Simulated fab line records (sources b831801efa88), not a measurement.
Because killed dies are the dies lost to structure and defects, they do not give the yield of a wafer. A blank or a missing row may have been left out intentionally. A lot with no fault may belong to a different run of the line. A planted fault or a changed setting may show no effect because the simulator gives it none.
Chamber matching    flow gf180mcu    cmp-02 running GF_V5_CMP_26: 4 sister chambers
The step polishes, stops on SiO2, t overpolish 15 s, target thk 0 nm. 8 wafers are shown with their chamber, then 8 later ones without.

## WAFERS WITH THEIR CHAMBER
wafer   chamber  motor-current-A (A)  time-to-endpoint-s (s)
L372.5  0        10.4                 89
L374.2  1        9.4                  92
L374.5  2        10.4                 83
L384.2  2        10.6                 88
L386.1  3        11.8                 75
L386.2  1        9.8                  88
L386.6  0        10.7                 85
L389.1  3        12.3                 83

## WAFERS WITHOUT THEIR CHAMBER
wafer   motor-current-A (A)  time-to-endpoint-s (s)
L389.2  10.7                 87
L389.4  10.2                 87
L391.1  10.5                 93
L391.3  10.8                 91
L391.4  9.8                  91
L392.3  11.1                 89
L392.4  9.9                  89
L392.6  12.5                 74

## EACH ONE'S CHAMBER
wafer   from the rows above           in truth
L389.2  can't be placed: 0 or 2       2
L389.4  can't be placed: 2 or 0 or 1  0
L391.1  can't be placed: 0 or 2 or 1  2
L391.3  can't be placed: 0 or 2       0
L391.4  1                             1
L392.3  can't be placed: 0 or 2       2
L392.4  can't be placed: 1 or 2 or 0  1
L392.6  3                             3
Correctly placed: 2 of 8. Unplaceable from these rows: 6, with the true chamber sitting among the candidates in 6. 0 placed wrongly.
How it was worked out, from the rows above alone: a wafer's distance from a chamber is the root of the sum, over the readings, of the square of ((its reading less the chamber's mean) divided by the reading's scatter). If the next closest chamber is less than 2 further off than the closest, the wafer can't be placed; otherwise it belongs to the closest. The mean given for a chamber averages the wafers shown for that chamber. The scatter: take each reading less its chamber's mean, square it, sum over the shown wafers, divide by the number of wafers less the number of chambers, and take the root.
